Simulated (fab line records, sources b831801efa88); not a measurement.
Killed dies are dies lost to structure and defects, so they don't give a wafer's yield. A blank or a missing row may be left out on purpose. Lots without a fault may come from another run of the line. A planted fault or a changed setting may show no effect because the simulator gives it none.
fab line records | flow sky130 | part 2 of 2: steps 32 to 41 of 41
record lots=5 wafers=15 last_day=50
route steps=708 shown CAP2M@618 METAL4@621 VIA4@639
lots that met no fault: from a run of the same line without faults
start_h: hours from the record's first day to the start of the lot's first wafer shown | wait_h: hours since the lot's step before | " the same as in the row above | L1.1+2: a row that stands for several wafers | - no value, or no start given | * or withheld: withheld | < > ~ a bound
route shown NAME@n: a module of which the file shows steps, and the number in the route of the first | usual: mean/standard deviation of fault-free wafers | same: alike in all rows | chamber/n: place in a boat | sites: the reading at each site | _std_site: their standard deviation | _edge_site: outer sites' mean less inner sites' | radius_mm: how far each site lies from the wafer's centre | mask NAME#n: copy n | behind: the tool/chamber that last shaped the wafer | hold: why the lot was held/for how many hours/how that ended | device: the transistor (n, p or np) that didn't switch | end of line: the same wafers' tests at the end of the route | a step without rows: its recipe alone | killed: dies lost to structure and defects at the first sort, not the wafer's yield | map: a wafer's dies, x killed, . not, _ none there
set.NAME: the setting as run; set.NAME@STEP: as run at that earlier step | model.NAME: the simulator's own value behind a step, which no gauge read
lots at some steps of the route; a table a step, a row a wafer
services: from which hour (start_h, from the record's first day; less than 0 if before it) a tool's chamber was out of use, for how many hours, and why
## steps
# step SKY_VIA4_DEVELOP_10
# recipe resist=NOVOLAK developer=TMAH develop_time_s=60 dev_temp_c=23
# usual developer_temp_C=23.00/0.11
# columns lot.wafer tool chamber start_h wait_h developer_temp_C
L074.1 litho_track-03 0 1019.83 0.1 23.04
L074.4 " 0 " " 23.13
L074.5 " 0 " " 23.09
L080.2 litho_track-04 0 1068.48 0.1 23.31
L080.4 " 0 " " 23.33
L080.5 " 0 " " 23.27
L088.1 litho_track-04 0 1103.01 0.1 23.05
L088.2 " 0 " " 22.98
L088.5 " 0 " " 23.02
L092.1 litho_track-03 0 1119.48 0.1 22.97
L092.2 " 0 " " 23.04
L092.6 " 0 " " 22.92
L096.1 litho_track-04 0 1142.61 0.1 23.10
L096.2 " 0 " " 23.04
L096.6 " 0 " " 23.02
# step SKY_VIA4_OVL_MEAS_11
# usual VIA4_OVL=0.7/1.8
# columns lot.wafer tool chamber start_h wait_h VIA4_OVL[nm]
L074.1 overlay-02 - 1019.98 0.1 1.4
L074.4 " - " " 1.2
L074.5 " - " " -0.3
L080.2 overlay-02 - 1068.61 0.1 1.3
L080.4 " - " " 1.0
L080.5 " - " " 1.5
L088.1 overlay-02 - 1103.16 0.1 0.2
L088.2 " - " " -0.5
L088.5 " - " " 0.0
L092.1 overlay-02 - 1119.63 0.1 -5.0
L092.2 " - " " -3.5
L092.6 " - " " -3.8
L096.1 overlay-01 - 1142.76 0.1 0.8
L096.2 " - " " 1.6
L096.6 " - " " 1.5
# step SKY_VIA4_ETCH_12
# recipe target=SiO2 chemistry=C4F8/O2/Ar stop_on=TiN mask_material=NOVOLAK source_w=1500 bias_w=1200 pressure_mtorr=40 c4f8_flow_sccm=withheld O2_flow_sccm=6 Ar_flow_sccm=300 time_s=withheld target_depth_a=5800
# usual oes_product_au=0.925/0.0051
# columns lot.wafer tool chamber start_h wait_h oes_product_au
L074.1 rie_diel-04 2 1020.02 0.0 0.924
L074.4 " 1 " " 0.926
L074.5 " 1 " " 0.925
L080.2 rie_diel-04 1 1068.64 0.0 0.921
L080.4 " 3 " " 0.928
L080.5 " 3 " " 0.924
L088.1 rie_diel-03 0 1103.19 0.0 0.926
L088.2 " 3 " " 0.927
L088.5 " 2 " " 0.925
L092.1 rie_diel-02 0 1119.67 0.0 0.921
L092.2 " 3 " " 0.925
L092.6 " 2 " " 0.927
L096.1 rie_diel-04 0 1142.79 0.0 0.924
L096.2 " 1 " " 0.924
L096.6 " 1 " " 0.924
# step SKY_VIA4_STRIP_13
# recipe chemistry=O2/N2 power_w=1400 pressure_mtorr=1500 platen_temp_c=withheld o2_flow_sccm=3000 n2_flow_sccm=300 overash_fraction=0.5
# usual drypump_motor_current_A=5.8/0.47 oes_product_au=0.710/0.0046 strip_time_to_endpoint_s=12.79/0.031
# columns lot.wafer tool chamber start_h wait_h drypump_motor_current_A oes_product_au rf_hours_counter_h strip_time_to_endpoint_s
L074.1 plasma_asher-03 0 1020.09 - 6.0 0.712 53 12.75
L074.4 " 1 " " 5.6 0.712 - 12.77
L074.5 " 1 " " 5.6 0.713 - 12.75
L080.2 plasma_asher-03 0 1068.71 - 6.0 0.709 59 12.80
L080.4 " 1 " " 5.6 0.709 - 12.82
L080.5 " 0 " " 6.1 0.709 - 12.82
L088.1 plasma_asher-03 1 1103.26 - 5.6 0.713 62 12.86
L088.2 " 0 " " 6.0 0.707 62 12.78
L088.5 " 0 " " 6.0 0.705 - 12.84
L092.1 plasma_asher-02 0 1119.74 - 5.4 0.699 35 12.79
L092.2 " 1 " " 5.5 0.702 35 12.77
L092.6 " 0 " " 5.4 0.716 - 12.79
L096.1 plasma_asher-02 0 1142.86 - 5.4 0.717 37 12.83
L096.2 " 1 " " 5.5 0.705 37 12.79
L096.6 " 1 " " 5.5 0.707 - 12.79
# step SKY_VIA4_STRIP_14
# recipe chemistry=post_etch_residue_remover time_s=1200 temp_c=72.5
# columns lot.wafer tool chamber start_h wait_h
L074.1+4+5 wet_bench-04 3 1020.19 0.1
L080.2+4+5 wet_bench-01 0 1068.81 0.1
L088.1+2+5 wet_bench-02 2 1103.36 0.1
L092.1+2+6 wet_bench-04 3 1119.84 0.1
L096.1+2+6 wet_bench-01 0 1142.96 0.1
# step SKY_VIA4_CLEAN_15
# recipe chemistry=IPA time_s=180 temp_c=25
# columns lot.wafer tool chamber start_h wait_h
L074.1+4+5 wet_bench-01 0 1020.56 0.0
L080.2+4+5 wet_bench-02 0 1069.16 0.0
L088.1+2+5 wet_bench-02 3 1103.74 0.0
L092.1+2+6 wet_bench-01 2 1120.18 0.0
L096.1+2+6 wet_bench-02 2 1143.31 0.0
# step SKY_VIA4_CLEAN_16
# recipe chemistry=O3/DIW dry=n2_spin
# columns lot.wafer tool chamber start_h wait_h
L074.1+4+5 wet_bench-04 2 1020.63 0.0
L080.2+4+5 wet_bench-01 2 1069.21 0.0
L088.1+2+5 wet_bench-02 2 1103.80 0.0
L092.1+2+6 wet_bench-04 3 1120.24 0.0
L096.1+2+6 wet_bench-01 3 1143.36 0.0
# step SKY_VIA4_SPUTTER_17
# recipe material=TiN target_thk_nm=20 chamber_pressure_pa=5 power_w=4000 time_s=80
# usual throttle_valve_pct=29.8/1.2
# columns lot.wafer tool chamber start_h wait_h throttle_valve_pct
L074.1 pvd_sputter-03 - 1020.73 0.0 29.4
L074.4 " - " " 30.4
L074.5 " - " " 31.7
L080.2 pvd_sputter-01 - 1069.31 0.0 28.2
L080.4 " - " " 30.4
L080.5 " - " " 30.2
L088.1 pvd_sputter-01 - 1103.90 0.0 28.2
L088.2 " - " " 28.9
L088.5 " - " " 28.2
L092.1 pvd_sputter-03 - 1120.33 0.0 29.6
L092.2 " - " " 30.4
L092.6 " - " " 30.4
L096.1 pvd_sputter-01 - 1143.46 0.0 28.0
L096.2 " - " " 30.6
L096.6 " - " " 28.8
# step SKY_VIA4_CVD_18
# recipe material=W target_thk_nm=505 time_s=152.14 temp_c=400 pressure_torr=40
# usual heater_power_outer_w=580/33 heater_power_w=933/54
# columns lot.wafer tool chamber start_h wait_h heater_power_outer_w heater_power_w
L074.1 cvd_w-02 1 1020.79 0.0 550 954
L074.4 " 1 " " 555 948
L074.5 " 1 " " 566 955
L080.2 cvd_w-01 1 1069.37 0.0 560 846
L080.4 " 1 " " 556 852
L080.5 " 1 " " 539 846
L088.1 cvd_w-02 0 1103.96 0.0 606 1005
L088.2 " 1 " " 547 959
L088.5 " 0 " " 593 999
L092.1 cvd_w-01 1 1120.39 0.0 541 863
L092.2 " 0 " " 608 890
L092.6 " 1 " " 543 840
L096.1 cvd_w-02 0 1143.52 0.0 591 985
L096.2 " 1 " " 561 966
L096.6 " 1 " " 546 936
# step SKY_VIA4_RS_MEAS_19
# recipe thk_meas_gauge=four-point-probe reads=W_of_VIA4_CVD_18+TiN_of_VIA4_SPUTTER_17
# usual VIA4_W_RS=0.2291/0.0024
# columns lot.wafer tool chamber start_h wait_h VIA4_W_RS[ohm/sq]
L074.1 film_metro-03 - 1021.09 0.3 0.2251
L074.4 " - " " 0.2262
L074.5 " - " " 0.2243
L080.2 film_metro-03 - 1069.54 0.1 0.2338
L080.4 " - " " 0.2315
L080.5 " - " " 0.2308
L088.1 film_metro-03 - 1104.11 0.1 0.2303
L088.2 " - " " 0.2299
L088.5 " - " " 0.2295
L092.1 film_metro-03 - 1120.55 0.1 0.2304
L092.2 " - " " 0.2314
L092.6 " - " " 0.2302
L096.1 film_metro-01 - 1143.67 0.1 0.2280
L096.2 " - " " 0.2305
L096.6 " - " " 0.2305
## services
# columns tool chamber start_h hours kind
plasma_asher-04 - 948.53 1.4 repair
krf_scanner-02 - 954.57 0.4 repair
cmp-02 - 956.98 1.0 repair
pvd_sputter-01 - 964.37 5.4 repair
cvd_w-02 0 965.39 4.6 repair
rie_diel-02 1 968.40 7.1 repair
cmp-02 - 969.54 4.3 pm
rie_diel-02 2 975.10 19.8 repair
wet_bench-01 - 976.77 1.5 repair
rie_diel-02 - 976.94 0.6 repair
pvd_sputter-01 - 987.62 4.3 repair
wet_bench-04 - 1003.28 2.5 repair
rie_diel-04 3 1026.41 3.1 repair
rie_diel-04 - 1028.07 0.6 repair
rie_diel-04 3 1039.84 3.2 repair
wet_bench-02 - 1042.85 4.2 repair
rie_diel-04 2 1045.67 1.2 repair
rie_metal-04 1 1048.71 2.9 repair
rie_diel-04 - 1056.54 0.3 repair
rie_metal-01 0 1069.70 25.1 repair
rie_diel-04 - 1078.19 2.8 pm
rie_diel-04 - 1109.71 0.4 repair
rie_metal-01 0 1115.47 4.7 repair
rie_diel-04 3 1124.34 1.3 repair
